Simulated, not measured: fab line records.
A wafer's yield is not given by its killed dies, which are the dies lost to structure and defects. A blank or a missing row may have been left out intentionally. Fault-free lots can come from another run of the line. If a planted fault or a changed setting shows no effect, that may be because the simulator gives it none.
The tool behind it: which one?	flow gf180mcu	39 wafers from 13 lots sampled at 4 of the route's 602 steps

## WHAT THE GAUGES SHOWED, per wafer
GF_VT_IMPLANT_OVL_MEAS_40. Usual: for VT_IMPLANT_03_OVL the level is -0.4 nm and the standard deviation is 1.4.
lot	measured	on	VT_IMPLANT_03_OVL (nm)	flag
L833	day 7 21:04	overlay-01	-3.3 -1.5 -5.4	
L834	day 8 04:22	overlay-01	1.0 -0.5 0.0	
L835	day 8 11:49	overlay-01	0.8 0.1 2.4	
L841	day 10 04:34	overlay-02	-2.8 -2.0 -0.7	
L845	day 11 07:29	overlay-02	-1.6 -0.6 -1.9	
L846	day 11 11:49	overlay-02	-1.0 -2.1 -1.6	
L848	day 12 05:51	overlay-02	1.7 1.7 0.6	
L849	day 12 08:49	overlay-02	-0.8 -2.0 -0.8	
L851	day 13 05:06	overlay-02	-2.2 -1.6 0.9	
L852	day 13 06:26	overlay-02	0.1 -0.4 -1.6	
L853	day 13 13:06	overlay-01	-1.5 0.6 -0.9	
L854	day 13 19:51	overlay-02	1.8 0.2 -1.2	
L855	day 14 06:20	overlay-01	1.2 0.2 -1.4	

GF_POLY_GATE_THK_MEAS_01. Usual: for POLY_GATE_CVD_00_THK the level is 199.8 nm and the standard deviation is 2.
lot	measured	on	POLY_GATE_CVD_00_THK (nm)	flag
L833	day 8 20:58	film_metro-02	200.5 201.2 201.1	
L834	day 9 03:07	film_metro-03	199.1 197.7 198.4	
L835	day 9 14:51	film_metro-02	401.9 401.4 402.6	OFF
L841	day 11 07:46	film_metro-01	400.3 401.3 402.8	OFF
L845	day 12 08:45	film_metro-02	201.6 202.1 200.5	
L846	day 12 15:52	film_metro-01	200.6 196.1 199.2	
L848	day 13 09:47	film_metro-02	200.0 199.3 200.6	
L849	day 13 14:33	film_metro-02	201.1 202.9 200.6	
L851	day 14 09:43	film_metro-03	199.7 199.9 201.3	
L852	day 14 09:43	film_metro-01	199.8 198.8 198.9	
L853	day 14 15:05	film_metro-03	199.9 199.4 199.2	
L854	day 14 22:27	film_metro-03	197.8 199.0 197.3	
L855	day 15 12:57	film_metro-03	201.5 200.6 201.0	

GF_HV_LDD_THK_MEAS_55. Usual: for HV_LDD_CVD_54_THK the level is 9.98 nm and the standard deviation is 0.14.
lot	measured	on	HV_LDD_CVD_54_THK (nm)	flag
L833	day 12 20:00	film_metro-01	10.04 10.07 10.10	
L834	day 13 08:28	film_metro-02	10.08 10.00 10.08	
L845	day 16 22:44	film_metro-02	9.89 9.76 9.91	
L846	day 17 08:05	film_metro-01	9.68 9.74 9.78	
L848	day 18 05:17	film_metro-01	10.30 10.13 10.38	
L849	day 18 09:17	film_metro-02	10.00 10.05 10.02	
L851	day 19 08:47	film_metro-04	10.19 10.10 10.12	
L852	day 19 06:16	film_metro-04	10.00 9.89 10.15	
L853	day 19 12:24	film_metro-02	10.09 10.17 10.15	
L854	day 19 21:50	film_metro-01	9.78 9.92 9.87	
L855	day 20 14:11	film_metro-04	10.05 10.06 10.09	

## WHICH TOOL RAN EACH LOT (tool, then ch and the chambers of the sampled wafers, then the start)
lot	GF_POLY_GATE_CVD_00
L833	lpcvd-02 ch 1, day 8 19:37
L834	lpcvd-02 ch 0, day 9 01:46
L835	lpcvd-02 ch 0, day 9 09:50 and lpcvd-01 ch 0, day 9 12:50
L841	lpcvd-02 ch 0, day 11 04:18 and lpcvd-01 ch 0, day 11 06:19
L845	lpcvd-02 ch 1, day 12 07:25
L846	lpcvd-02 ch 1, day 12 14:31
L848	lpcvd-01 ch 0, day 13 08:28
L849	lpcvd-01 ch 1, day 13 13:12
L851	lpcvd-01 ch 1, day 14 08:23
L852	lpcvd-01 ch 1, day 14 08:23
L853	lpcvd-02 ch 1, day 14 13:45
L854	lpcvd-02 ch 0, day 14 21:07
L855	lpcvd-02 ch 0, day 15 11:36
- GF_POLY_GATE_CVD_00: deposits poly-Si, target thk 200 nm, time 1200 s.

## AS READ BY THE TOOLS THEMSELVES (means over the sampled wafers that have a number; for cases with no such wafer, the mark the record gives instead)
GF_POLY_GATE_CVD_00. Usual: spike_tc_bottom_C 641.6 C, standard deviation 1.4; zone_power_lower_pct 9.5 %, standard deviation 0.35.
lot	tool	spike_tc_bottom_C (C)	zone_power_lower_pct (%)	flag
L833	lpcvd-02	639.3	10.1	
L834	lpcvd-02	642.3	9.1	
L835	lpcvd-02/lpcvd-01	642.1	9.4	
L841	lpcvd-02/lpcvd-01	642.4	9.2	
L845	lpcvd-02	639.8	10.2	
L846	lpcvd-02	640.1	10.1	
L848	lpcvd-01	641.4	9.4	
L849	lpcvd-01	642.3	9.5	
L851	lpcvd-01	642.0	9.3	
L852	lpcvd-01	642.2	9.3	
L853	lpcvd-02	640.7	10.1	
L854	lpcvd-02	642.2	9.3	
L855	lpcvd-02	643.0	9.1	

## THE ANSWER, worked out from the rows above alone
Rule: a lot is off if the mean of its wafers that have a number lies more than 3 standard deviations from the usual mean. A lot without any number at a reading at which 4 lots or more have one is off too. The other lots that the step has rows for count as sound. The gauges are gone through in route order, then the tools' own readings, and for those a lot's mean is taken as printed above. At the first step where some lot is off, the reading lying furthest off is the one used; lots without a number count as furthest.
Off: L835, L841, at GF_POLY_GATE_THK_MEAS_01 (POLY_GATE_CVD_00_THK).
If a tool, at a process step before that reading, ran all the lots that are off and no sound lot after the first of them, it fits. Those tools and the gauges at GF_POLY_GATE_THK_MEAS_01 are tried in the same way. None of those tried fits.

## WHAT THE SIMULATOR PUT IN
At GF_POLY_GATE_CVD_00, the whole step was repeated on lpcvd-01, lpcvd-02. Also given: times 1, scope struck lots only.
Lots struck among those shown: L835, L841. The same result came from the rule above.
